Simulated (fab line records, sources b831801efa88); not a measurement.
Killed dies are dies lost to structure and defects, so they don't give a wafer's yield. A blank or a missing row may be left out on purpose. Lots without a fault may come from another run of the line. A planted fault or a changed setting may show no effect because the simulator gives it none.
fab line records | flow sky130
record lots=13 wafers=39 last_day=49
route steps=708 shown LI_CONTACT@385 LOCAL_INTERCONNECT@387 CONTACT@406 PAD_OPEN@708
lots that met no fault: from a run of the same line without faults
start_h: hours from the record's first day to the start of the lot's first wafer shown | wait_h: hours since the lot's step before | " the same as in the row above | L1.1+2: a row that stands for several wafers | - no value, or no start given | * or withheld: withheld | < > ~ a bound
route shown NAME@n: a module of which the file shows steps, and the number in the route of the first | usual: mean/standard deviation of fault-free wafers | same: alike in all rows | chamber/n: place in a boat | sites: the reading at each site | _std_site: their standard deviation | _edge_site: outer sites' mean less inner sites' | radius_mm: how far each site lies from the wafer's centre | mask NAME#n: copy n | behind: the tool/chamber that last shaped the wafer | hold: why the lot was held/for how many hours/how that ended | device: the transistor (n, p or np) that didn't switch | end of line: the same wafers' tests at the end of the route | a step without rows: its recipe alone | killed: dies lost to structure and defects at the first sort, not the wafer's yield | map: a wafer's dies, x killed, . not, _ none there
set.NAME: the setting as run; set.NAME@STEP: as run at that earlier step | model.NAME: the simulator's own value behind a step, which no gauge read
steps of the route over a sample of lots; a table a step, a row a wafer
services: from which hour (start_h, from the record's first day; less than 0 if before it) a tool's chamber was out of use, for how many hours, and why
## steps
# step SKY_LI_CONTACT_THK_MEAS_23
# recipe thk_meas_gauge=xrf reads=W_of_LI_CONTACT_CVD_21
# usual LI_CONTACT_W_THK=394/7.5
# columns lot.wafer tool chamber start_h wait_h LI_CONTACT_W_THK[nm]
L917.1 film_metro-01 - 679.81 0.1 397
L917.2 " - " " 390
L917.5 " - " " 394
L918.1 film_metro-02 - 696.82 0.1 397
L918.4 " - " " 393
L918.5 " - " " 396
L922.3 film_metro-04 - 723.80 0.1 383
L922.4 " - " " 391
L922.6 " - " " 394
L923.3 film_metro-01 - 750.86 0.1 402
L923.4 " - " " 398
L923.5 " - " " 399
L924.3 film_metro-04 - 752.39 0.1 385
L924.4 " - " " 383
L924.6 " - " " 385
L925.1 film_metro-02 - 755.09 0.1 390
L925.4 " - " " 401
L925.5 " - " " 393
L926.2 film_metro-01 - 761.82 0.1 391
L926.3 " - " " 397
L926.5 " - " " 397
L930.2 film_metro-04 - 788.37 0.1 391
L930.3 " - " " 410
L930.6 " - " " 408
L931.2 film_metro-02 - 797.07 0.1 415
L931.3 " - " " 394
L931.4 " - " " 418
L932.1 film_metro-04 - 803.50 0.1 394
L932.2 " - " " 390
L932.6 " - " " 390
L935.1 film_metro-01 - 829.79 0.1 415
L935.3 " - " " 406
L935.6 " - " " 411
L936.2 film_metro-01 - 830.31 0.1 399
L936.3 " - " " 400
L936.6 " - " " 404
L937.4 film_metro-02 - 836.79 0.1 396
L937.5 " - " " 397
L937.6 " - " " 394
# step SKY_LOCAL_INTERCONNECT_SPUTTER_00
# recipe material=TiN target_thk_nm=100 temp_c=300 power_w=6500 time_s=83.3 chamber_pressure_pa=0.4
# usual throttle_valve_pct=30.4/0.62
# same time_s=83.3
# columns lot.wafer tool chamber start_h wait_h throttle_valve_pct
L917.1 pvd_sputter-02 - 680.17 0.2 30.5
L917.2 " - " " 30.1
L917.5 " - " " 30.6
L918.1 pvd_sputter-03 - 697.18 0.2 30.8
L918.4 " - " " 31.0
L918.5 " - " " 30.5
L922.3 pvd_sputter-03 - 724.14 0.2 30.6
L922.4 " - " " 31.0
L922.6 " - " " 30.7
L923.3 pvd_sputter-02 - 751.20 0.2 30.5
L923.4 " - " " 29.7
L923.5 " - " " 29.4
L924.3 pvd_sputter-02 - 752.73 0.1 30.1
L924.4 " - " " 30.7
L924.6 " - " " 29.5
L925.1 pvd_sputter-02 - 755.45 0.2 30.2
L925.4 " - " " 30.1
L925.5 " - " " 30.0
L926.2 pvd_sputter-02 - 762.17 0.2 30.0
L926.3 " - " " 29.8
L926.5 " - " " 30.1
L930.2 pvd_sputter-03 - 788.72 0.1 30.9
L930.3 " - " " 30.8
L930.6 " - " " 30.7
L931.2 pvd_sputter-03 - 797.42 0.1 31.6
L931.3 " - " " 30.9
L931.4 " - " " 30.5
L932.1 pvd_sputter-03 - 803.86 0.2 30.4
L932.2 " - " " 31.2
L932.6 " - " " 30.5
L935.1 pvd_sputter-03 - 830.15 0.1 30.7
L935.3 " - " " 30.7
L935.6 " - " " 30.7
L936.2 pvd_sputter-02 - 830.66 0.1 29.3
L936.3 " - " " 30.8
L936.6 " - " " 29.5
L937.4 pvd_sputter-04 - 837.18 0.1 30.0
L937.5 " - " " 29.8
L937.6 " - " " 29.7
# step SKY_LOCAL_INTERCONNECT_STRIP_15
# recipe chemistry=O2/N2 power_w=1400 pressure_mtorr=1500 platen_temp_c=withheld o2_flow_sccm=3000 n2_flow_sccm=300 overash_fraction=0.5
# usual chamber_pressure_mTorr=1500.1/1.4 drypump_motor_current_A=5.9/0.53 oes_product_au=0.429/0.0051 strip_time_to_endpoint_s=4.766/0.021
# columns lot.wafer tool chamber start_h wait_h chamber_pressure_mTorr drypump_motor_current_A oes_product_au rf_hours_counter_h strip_time_to_endpoint_s
L917.1 plasma_asher-01 1 708.89 0.1 1501.1 5.1 0.422 60 4.794
L917.2 " 0 " " 1498.5 6.5 0.435 60 4.771
L917.5 " 0 " " 1498.7 6.5 0.423 - 4.797
L918.1 plasma_asher-04 1 725.81 0.1 1501.2 6.2 0.425 81 4.809
L918.4 " 1 " " 1500.6 6.2 0.428 - 4.789
L918.5 " 1 " " 1500.6 6.2 0.429 - 4.783
L922.3 plasma_asher-04 0 751.96 0.1 1502.2 6.3 0.432 - 4.764
L922.4 " 1 " " 1501.5 6.2 0.426 - 4.779
L922.6 " 0 " " 1498.7 6.4 0.435 - 4.783
L923.3 plasma_asher-04 0 778.37 0.1 1500.4 6.4 0.429 - 4.765
L923.4 " 1 " " 1498.8 6.2 0.437 - 4.772
L923.5 " 1 " " 1498.4 6.2 0.434 - 4.781
L924.3 plasma_asher-03 0 780.03 0.1 1501.5 5.4 0.426 - 4.742
L924.4 " 1 " " 1499.8 5.8 0.435 - 4.761
L924.6 " 1 " " 1501.6 5.8 0.428 - 4.750
L925.1 plasma_asher-04 0 782.26 0.0 1500.4 6.4 0.430 87 4.772
L925.4 " 0 " " 1501.1 6.4 0.430 - 4.780
L925.5 " 1 " " 1500.1 6.2 0.431 - 4.774
L926.2 plasma_asher-03 1 789.43 0.1 1501.5 5.8 0.435 35 4.774
L926.3 " 1 " " 1500.9 5.8 0.434 - 4.774
L926.5 " 0 " " 1498.5 5.4 0.427 - 4.769
L930.2 plasma_asher-04 1 816.09 0.1 1496.3 6.2 0.435 90 4.786
L930.3 " 1 " " 1500.6 6.2 0.436 - 4.779
L930.6 " 1 " " 1499.2 6.2 0.430 - 4.777
L931.2 plasma_asher-01 0 824.65 0.1 1498.8 6.6 0.420 72 4.755
L931.3 " 1 " " 1498.3 5.0 0.435 - 4.760
L931.4 " 0 " " 1500.6 6.6 0.440 - 4.760
L932.1 plasma_asher-01 0 830.67 0.0 1498.8 6.5 0.437 73 4.760
L932.2 " 1 " " 1503.1 5.1 0.425 73 4.732
L932.6 " 1 " " 1499.3 5.1 0.439 - 4.763
L935.1 plasma_asher-01 0 856.75 0.0 1799.3 6.5 0.440 76 4.612
L935.3 " 0 " " 1801.0 6.5 0.424 - 4.640
L935.6 " 1 " " 1798.1 5.0 0.428 - 4.647
L936.2 plasma_asher-03 1 857.52 0.0 1502.1 5.8 0.432 42 4.745
L936.3 " 1 " " 1500.9 5.8 0.427 - 4.763
L936.6 " 0 " " 1498.4 5.5 0.428 - 4.769
L937.4 plasma_asher-01 0 863.85 0.1 1802.4 6.5 0.432 - 4.631
L937.5 " 1 " " 1799.7 5.0 0.423 - 4.616
L937.6 " 0 " " 1800.3 6.6 0.421 - 4.583
# step SKY_CONTACT_CVD_00
# recipe material=Si3N4 target_thk_nm=75 temp_c=400 time_s=withheld rf_w=450
# usual heater_power_w=695/100
# columns lot.wafer tool chamber start_h wait_h heater_power_w
L917.1 pecvd-04 2 709.48 0.0 623
L917.2 " 1 " " 514
L917.5 " 1 " " 494
L918.1 pecvd-01 0 726.45 0.0 656
L918.4 " 0 " " 663
L918.5 " 1 " " 730
L922.3 pecvd-01 0 752.55 0.0 717
L922.4 " 2 " " 538
L922.6 " 1 " " 762
L923.3 pecvd-01 0 778.96 0.0 723
L923.4 " 0 " " 737
L923.5 " 1 " " 733
L924.3 pecvd-03 2 780.59 0.0 742
L924.4 " 2 " " 760
L924.6 " 1 " " 842
L925.1 pecvd-04 0 782.86 0.0 856
L925.4 " 0 " " 836
L925.5 " 1 " " 527
L926.2 pecvd-04 0 790.43 0.0 884
L926.3 " 1 " " 608
L926.5 " 0 " " 875
L930.2 pecvd-03 1 816.78 0.0 823
L930.3 " 2 " " 719
L930.6 " 0 " " 667
L931.2 pecvd-01 0 825.30 0.0 735
L931.3 " 2 " " 615
L931.4 " 1 " " 723
L932.1 pecvd-04 2 831.32 0.0 592
L932.2 " 1 " " 601
L932.6 " 2 " " 611
L935.1 pecvd-01 2 857.45 0.0 641
L935.3 " 1 " " 751
L935.6 " 1 " " 767
L936.2 pecvd-03 2 858.24 0.0 690
L936.3 " 0 " " 648
L936.6 " 1 " " 980
L937.4 pecvd-03 1 864.46 0.0 875
L937.5 " 0 " " 677
L937.6 " 2 " " 728
# step SKY_PAD_OPEN_PROBE_99
# usual killed_at_M0_to_M3=43/6.6 killed_at_M4_up=3.0/1.7 killed_at_contacts=24/5.4 killed_at_front_end=16/4.6 killed_at_other=0.3/0.53 killed_dies=87/9.7 killed_on_rim=18/4 killed_open=47/7.3 killed_short=39/6.5
# same gross_dies=492 killed_at_back_side=0
# columns lot.wafer tool chamber start_h wait_h killed_at_M0_to_M3 killed_at_M4_up killed_at_contacts killed_at_front_end killed_at_other killed_dies killed_on_rim killed_open killed_short
L917.1 prober-02 - 1077.71 0.1 37 1 28 14 1 81 19 45 36
L917.2 prober-02 - 1077.76 0.1 47 2 26 10 0 85 16 42 43
L917.5 prober-02 - 1077.91 0.2 35 1 33 10 0 79 15 41 38
L918.1 prober-01 - 1089.43 0.1 46 5 18 9 1 79 13 33 45
L918.4 prober-01 - 1089.58 0.2 31 2 25 19 1 78 13 34 44
L918.5 prober-01 - 1089.63 0.2 45 5 28 6 0 84 19 53 31
L922.3 prober-01 - 1111.53 0.2 38 4 20 17 0 79 18 43 35
L922.4 prober-01 - 1111.58 0.2 46 4 34 14 0 98 19 56 42
L922.6 prober-01 - 1111.68 0.2 42 3 26 18 0 89 20 56 31
L923.3 prober-01 - 1128.99 0.2 36 6 27 12 2 83 19 52 31
L923.4 prober-01 - 1129.04 0.2 47 3 19 22 1 92 22 53 39
L923.5 prober-01 - 1129.09 0.2 44 2 27 19 1 93 15 54 39
L924.3 prober-02 - 1131.51 0.2 49 3 31 22 0 105 27 62 43
L924.4 prober-02 - 1131.56 0.2 46 1 29 18 0 94 20 52 42
L924.6 prober-02 - 1131.66 0.2 66 5 26 18 0 115 23 61 53
L925.1 prober-01 - 1132.68 0.1 35 4 27 20 0 86 21 41 45
L925.4 prober-01 - 1132.83 0.2 43 0 25 12 0 80 11 41 39
L925.5 prober-01 - 1132.88 0.2 52 3 29 14 0 98 21 45 53
L926.2 prober-02 - 1138.36 0.1 36 0 25 18 0 79 13 45 34
L926.3 prober-02 - 1138.41 0.2 52 2 29 24 1 108 30 50 56
L926.5 prober-02 - 1138.51 0.2 36 1 27 17 1 82 14 41 41
L930.2 prober-02 - 1157.85 0.1 49 3 20 19 0 91 15 59 32
L930.3 prober-02 - 1157.90 0.2 51 2 28 11 2 94 19 48 46
L930.6 prober-02 - 1158.05 0.2 46 2 16 14 0 78 17 36 42
L931.2 prober-01 - 1161.30 0.1 33 3 25 18 0 79 16 34 45
L931.3 prober-01 - 1161.35 0.2 36 7 21 22 0 86 19 48 38
L931.4 prober-01 - 1161.40 0.2 45 3 21 21 0 90 17 46 44
L932.1 prober-02 - 1166.65 0.1 49 1 23 16 0 89 9 48 41
L932.2 prober-02 - 1166.70 0.1 44 2 30 13 0 89 16 55 34
L932.6 prober-02 - 1166.90 0.2 45 4 23 12 0 84 13 45 39
L935.1 prober-01 - 1182.68 0.1 55 4 26 5 0 90 19 46 44
L935.3 prober-01 - 1182.78 0.2 33 4 23 23 0 83 20 41 42
L935.6 prober-01 - 1182.93 0.2 36 1 20 16 0 73 18 35 38
L936.2 prober-02 - 1183.61 0.1 47 5 8 19 0 79 8 39 40
L936.3 prober-02 - 1183.66 0.2 37 1 14 19 0 71 20 37 34
L936.6 prober-02 - 1183.81 0.2 46 3 28 14 0 91 20 46 44
L937.4 prober-01 - 1186.46 0.2 44 3 16 10 0 73 14 39 34
L937.5 prober-01 - 1186.51 0.2 43 5 18 15 0 81 19 46 35
L937.6 prober-01 - 1186.56 0.2 35 6 22 11 0 74 12 34 39
# killed by level:class
L917.1 VIA1:geometric_particle:open=12 CONTACT:geometric_particle:open=7 LOCAL_INTERCONNECT:geometric_particle:short=7 LI_CONTACT:geometric_particle:open=6 CONTACT:geometric_particle:short=5 METAL1:geometric_particle:short=5 VIA3:geometric_particle:open=5 FIELD_ISO:geometric_particle:open=4
L917.2 VIA1:geometric_particle:open=10 CONTACT:geometric_particle:open=9 VIA1:geometric_particle:short=8 METAL1:geometric_particle:short=7 LI_CONTACT:geometric_particle:open=6 VIA3:geometric_particle:open=6 VIA2:geometric_particle:open=5 POLY_GATE:geometric_particle:short=4
L917.5 CONTACT:geometric_particle:open=15 CONTACT:geometric_particle:short=8 VIA1:geometric_particle:open=7 VIA1:geometric_particle:short=6 FIELD_ISO:geometric_particle:open=5 METAL2:geometric_particle:short=4 LI_CONTACT:geometric_particle:open=4 METAL1:geometric_particle:short=4
L918.1 METAL1:geometric_particle:short=9 VIA2:geometric_particle:open=6 METAL3:geometric_particle:short=6 VIA3:geometric_particle:open=6 CONTACT:geometric_particle:open=5 VIA1:geometric_particle:short=5 FIELD_ISO:geometric_particle:open=4 CONTACT:geometric_particle:short=4
L918.4 CONTACT:geometric_particle:short=8 VIA1:geometric_particle:open=7 FIELD_ISO:geometric_particle:open=6 FIELD_ISO:geometric_particle:short=6 LOCAL_INTERCONNECT:geometric_particle:short=6 CONTACT:geometric_particle:open=6 METAL1:geometric_particle:short=5 VIA1:geometric_particle:short=4
L918.5 CONTACT:geometric_particle:open=13 VIA3:geometric_particle:open=13 VIA1:geometric_particle:open=8 LI_CONTACT:geometric_particle:open=7 METAL2:geometric_particle:short=7 METAL1:geometric_particle:short=4 VIA2:geometric_particle:open=4 FIELD_ISO:geometric_particle:open=3
L922.3 VIA1:geometric_particle:open=10 VIA2:geometric_particle:open=8 LI_CONTACT:geometric_particle:open=7 CONTACT:geometric_particle:open=7 POLY_GATE:geometric_particle:short=5 METAL2:geometric_particle:short=5 FIELD_ISO:geometric_particle:short=4 VIA3:geometric_particle:short=4
L922.4 VIA1:geometric_particle:open=14 CONTACT:geometric_particle:open=12 LI_CONTACT:geometric_particle:open=9 CONTACT:geometric_particle:short=7 VIA3:geometric_particle:open=6 METAL2:geometric_particle:short=6 FIELD_ISO:geometric_particle:short=5 POLY_GATE:geometric_particle:open=4
L922.6 LI_CONTACT:geometric_particle:open=10 CONTACT:geometric_particle:open=9 VIA1:geometric_particle:open=9 POLY_GATE:geometric_particle:open=8 VIA3:geometric_particle:open=8 VIA2:geometric_particle:open=5 VIA1:geometric_particle:short=5 FIELD_ISO:geometric_particle:short=4
L923.3 VIA1:geometric_particle:open=14 LI_CONTACT:geometric_particle:open=7 LI_CONTACT:geometric_particle:short=5 CONTACT:geometric_particle:open=5 VIA2:geometric_particle:open=5 POLY_GATE:geometric_particle:open=4 LOCAL_INTERCONNECT:geometric_particle:open=4 METAL1:geometric_particle:short=4
L923.4 VIA2:geometric_particle:open=10 VIA3:geometric_particle:open=9 VIA1:geometric_particle:open=8 FIELD_ISO:geometric_particle:open=7 LI_CONTACT:geometric_particle:open=7 CONTACT:geometric_particle:open=7 METAL2:geometric_particle:short=6 POLY_GATE:geometric_particle:short=5
L923.5 CONTACT:geometric_particle:open=10 VIA1:geometric_particle:open=9 LI_CONTACT:geometric_particle:open=8 VIA2:geometric_particle:open=8 FIELD_ISO:geometric_particle:open=7 METAL1:geometric_particle:short=7 METAL2:geometric_particle:short=6 CONTACT:geometric_particle:short=5
L924.3 VIA1:geometric_particle:open=17 CONTACT:geometric_particle:open=16 FIELD_ISO:geometric_particle:short=9 FIELD_ISO:geometric_particle:open=6 VIA1:geometric_particle:short=5 METAL2:geometric_particle:short=5 VIA2:geometric_particle:open=5 METAL3:geometric_particle:short=5
L924.4 VIA1:geometric_particle:open=13 CONTACT:geometric_particle:open=10 VIA3:geometric_particle:open=8 LI_CONTACT:geometric_particle:open=6 METAL2:geometric_particle:short=6 FIELD_ISO:geometric_particle:short=5 LI_CONTACT:geometric_particle:short=5 VIA2:geometric_particle:open=5
L924.6 VIA2:geometric_particle:open=12 VIA1:geometric_particle:open=12 VIA1:geometric_particle:short=10 METAL1:geometric_particle:short=8 CONTACT:geometric_particle:open=7 VIA3:geometric_particle:open=7 LI_CONTACT:geometric_particle:short=5 LI_CONTACT:geometric_particle:open=5
L925.1 CONTACT:geometric_particle:open=13 FIELD_ISO:geometric_particle:short=7 FIELD_ISO:geometric_particle:open=7 METAL3:geometric_particle:short=7 CONTACT:geometric_particle:short=6 VIA3:geometric_particle:open=5 VIA1:geometric_particle:short=5 LI_CONTACT:geometric_particle:open=4
L925.4 CONTACT:geometric_particle:open=10 VIA1:geometric_particle:open=9 LOCAL_INTERCONNECT:geometric_particle:short=8 VIA1:geometric_particle:short=6 METAL2:geometric_particle:short=6 FIELD_ISO:geometric_particle:open=5 VIA3:geometric_particle:open=5 METAL2:geometric_particle:open=4
L925.5 CONTACT:geometric_particle:open=10 METAL1:geometric_particle:short=9 VIA2:geometric_particle:open=8 LI_CONTACT:geometric_particle:open=7 VIA3:geometric_particle:open=6 VIA3:geometric_particle:short=6 METAL2:geometric_particle:short=6 CONTACT:geometric_particle:short=5
L926.2 CONTACT:geometric_particle:open=10 LI_CONTACT:geometric_particle:open=8 VIA1:geometric_particle:open=7 VIA2:geometric_particle:open=7 METAL1:geometric_particle:short=6 FIELD_ISO:geometric_particle:short=5 VIA3:geometric_particle:short=4 LOCAL_INTERCONNECT:geometric_particle:short=4
L926.3 VIA1:geometric_particle:open=11 LOCAL_INTERCONNECT:geometric_particle:short=8 CONTACT:geometric_particle:open=8 LI_CONTACT:geometric_particle:open=7 FIELD_ISO:geometric_particle:open=6 VIA2:geometric_particle:short=6 METAL1:geometric_particle:short=6 METAL2:geometric_particle:short=6
L926.5 LI_CONTACT:geometric_particle:open=10 POLY_GATE:geometric_particle:open=7 LOCAL_INTERCONNECT:geometric_particle:short=7 VIA1:geometric_particle:open=7 VIA3:geometric_particle:open=6 VIA2:geometric_particle:short=5 METAL2:geometric_particle:short=5 POLY_GATE:geometric_particle:short=4
L930.2 VIA1:geometric_particle:open=13 CONTACT:geometric_particle:open=11 VIA2:geometric_particle:open=10 VIA3:geometric_particle:open=8 METAL2:geometric_particle:short=6 POLY_GATE:geometric_particle:open=5 VIA3:geometric_particle:short=4 FIELD_ISO:geometric_particle:open=3
L930.3 CONTACT:geometric_particle:open=11 VIA1:geometric_particle:open=9 VIA2:geometric_particle:open=8 METAL1:geometric_particle:short=7 LI_CONTACT:geometric_particle:open=6 VIA1:geometric_particle:short=6 VIA2:geometric_particle:short=6 VIA3:geometric_particle:open=5
L930.6 VIA1:geometric_particle:open=12 METAL1:geometric_particle:short=8 VIA1:geometric_particle:short=7 FIELD_ISO:geometric_particle:short=6 CONTACT:geometric_particle:short=5 METAL2:geometric_particle:short=4 VIA3:geometric_particle:open=4 POLY_GATE:geometric_particle:open=3
L931.2 VIA1:geometric_particle:open=8 CONTACT:geometric_particle:short=7 CONTACT:geometric_particle:open=7 METAL3:geometric_particle:short=7 FIELD_ISO:geometric_particle:short=5 POLY_GATE:geometric_particle:short=5 LI_CONTACT:geometric_particle:open=5 VIA1:geometric_particle:short=5
L931.3 VIA1:geometric_particle:open=10 CONTACT:geometric_particle:open=6 VIA1:geometric_particle:short=6 FIELD_ISO:geometric_particle:open=5 CONTACT:geometric_particle:short=5 LI_CONTACT:geometric_particle:open=5 METAL4:geometric_particle:short=5 VIA2:geometric_particle:open=5
L931.4 CONTACT:geometric_particle:open=9 VIA1:geometric_particle:open=9 VIA2:geometric_particle:open=7 CONTACT:geometric_particle:short=7 POLY_GATE:geometric_particle:short=6 FIELD_ISO:geometric_particle:open=5 METAL1:geometric_particle:short=5 VIA1:geometric_particle:short=5
L932.1 VIA1:geometric_particle:open=14 CONTACT:geometric_particle:open=8 LOCAL_INTERCONNECT:geometric_particle:short=6 CONTACT:geometric_particle:short=6 METAL1:geometric_particle:short=6 VIA1:geometric_particle:short=6 VIA2:geometric_particle:open=6 POLY_GATE:geometric_particle:open=5
L932.2 VIA1:geometric_particle:open=12 VIA2:geometric_particle:open=10 LI_CONTACT:geometric_particle:open=9 FIELD_ISO:geometric_particle:open=9 CONTACT:geometric_particle:short=8 CONTACT:geometric_particle:open=8 VIA1:geometric_particle:short=8 VIA3:geometric_particle:open=5
L932.6 VIA1:geometric_particle:open=13 VIA2:geometric_particle:open=7 CONTACT:geometric_particle:open=6 LI_CONTACT:geometric_particle:short=6 LI_CONTACT:geometric_particle:open=5 METAL2:geometric_particle:short=5 VIA1:geometric_particle:short=5 VIA3:geometric_particle:open=5
L935.1 CONTACT:geometric_particle:open=10 VIA1:geometric_particle:open=9 VIA2:geometric_particle:open=9 LI_CONTACT:geometric_particle:open=8 METAL1:geometric_particle:short=8 CONTACT:geometric_particle:short=5 VIA1:geometric_particle:short=5 VIA2:geometric_particle:short=5
L935.3 CONTACT:geometric_particle:open=10 CONTACT:geometric_particle:short=9 VIA1:geometric_particle:open=9 POLY_GATE:geometric_particle:short=7 METAL1:geometric_particle:short=6 SPACER:geometric_particle:short=4 FIELD_ISO:geometric_particle:short=4 VIA2:geometric_particle:open=4
L935.6 CONTACT:geometric_particle:open=10 POLY_GATE:geometric_particle:short=6 METAL2:geometric_particle:short=6 VIA3:geometric_particle:open=6 METAL1:geometric_particle:short=5 VIA1:geometric_particle:open=5 VIA3:geometric_particle:short=5 FIELD_ISO:geometric_particle:short=4
L936.2 VIA1:geometric_particle:open=12 METAL2:geometric_particle:short=7 VIA2:geometric_particle:open=7 POLY_GATE:geometric_particle:short=5 METAL1:geometric_particle:short=5 METAL4:geometric_particle:short=5 FIELD_ISO:geometric_particle:open=4 VIA3:geometric_particle:open=4
L936.3 VIA1:geometric_particle:open=9 FIELD_ISO:geometric_particle:short=6 CONTACT:geometric_particle:open=6 METAL1:geometric_particle:short=5 VIA2:geometric_particle:open=5 POLY_GATE:geometric_particle:open=4 VIA3:geometric_particle:open=4 LOCAL_INTERCONNECT:geometric_particle:short=3
L936.6 VIA1:geometric_particle:open=11 CONTACT:geometric_particle:open=8 VIA1:geometric_particle:short=6 POLY_GATE:geometric_particle:short=5 LI_CONTACT:geometric_particle:open=5 METAL1:geometric_particle:short=5 METAL3:geometric_particle:short=5 LI_CONTACT:geometric_particle:short=4
L937.4 VIA1:geometric_particle:open=12 METAL2:geometric_particle:short=6 VIA2:geometric_particle:open=5 VIA3:geometric_particle:short=5 POLY_GATE:geometric_particle:short=4 LI_CONTACT:geometric_particle:open=4 CONTACT:geometric_particle:open=4 VIA1:geometric_particle:short=4
L937.5 VIA1:geometric_particle:open=13 METAL2:geometric_particle:short=8 LI_CONTACT:geometric_particle:open=7 VIA3:geometric_particle:open=7 CONTACT:geometric_particle:open=6 LI_CONTACT:geometric_particle:short=4 METAL4:geometric_particle:short=4 VIA2:geometric_particle:open=4
L937.6 METAL2:geometric_particle:short=7 METAL4:geometric_particle:short=6 VIA1:geometric_particle:short=5 POLY_GATE:geometric_particle:open=5 LI_CONTACT:geometric_particle:open=5 VIA2:geometric_particle:open=5 CONTACT:geometric_particle:open=5 METAL3:geometric_particle:short=5
## services
# columns tool chamber start_h hours kind
pvd_sputter-03 - 667.59 0.8 repair
pecvd-04 1 675.47 7.1 repair
pecvd-01 1 678.46 2.1 scheduled_down
pecvd-03 - 712.23 2.8 pm
pecvd-01 0 719.34 5.5 scheduled_down
pvd_sputter-02 - 724.21 8.7 repair
pecvd-01 0 728.43 2.1 scheduled_down
plasma_asher-04 - 756.21 0.7 repair
plasma_asher-04 - 774.22 2.0 repair
plasma_asher-04 - 779.55 1.2 repair
pecvd-04 1 800.65 2.1 scheduled_down
pecvd-03 1 800.74 - calibration
pecvd-03 1 821.99 2.1 scheduled_down
pecvd-03 2 827.98 5.0 scheduled_down
pvd_sputter-02 - 840.85 7.5 repair
pecvd-04 0 853.71 5.0 scheduled_down
## key
first_sign step=SKY_LOCAL_INTERCONNECT_STRIP_15 reading=chamber_pressure_mTorr direction=up sigmas=99+ usual=1500.1 struck=1800.1
effect step=SKY_LOCAL_INTERCONNECT_STRIP_15 reading=strip_time_to_endpoint_s direction=down sigmas=6.7 usual=* struck=*
met_at SKY_LOCAL_INTERCONNECT_STRIP_15
struck_lots L935,L937
tester_left_out L935,L937
not_acting_at SKY_LI_CONTACT_THK_MEAS_23,SKY_LOCAL_INTERCONNECT_SPUTTER_00,SKY_CONTACT_CVD_00
onset_between 830.67 856.75
fault kind=process_parameter_drift tool=plasma_asher-01 chamber=- onset_h=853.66 steps=SKY_LOCAL_INTERCONNECT_STRIP_15 channel=pressure_mtorr offset=300 shape=step end_h=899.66 acts_in=these_recipes_only stated=1500
# tester_left_out: of these lots the tester's yield and bins aren't shown, on N5 and GAA mostly nor the transistor test; their killed dies are dies lost to structure and defects alone, not to doping, threshold or leakage, so they don't give the yield
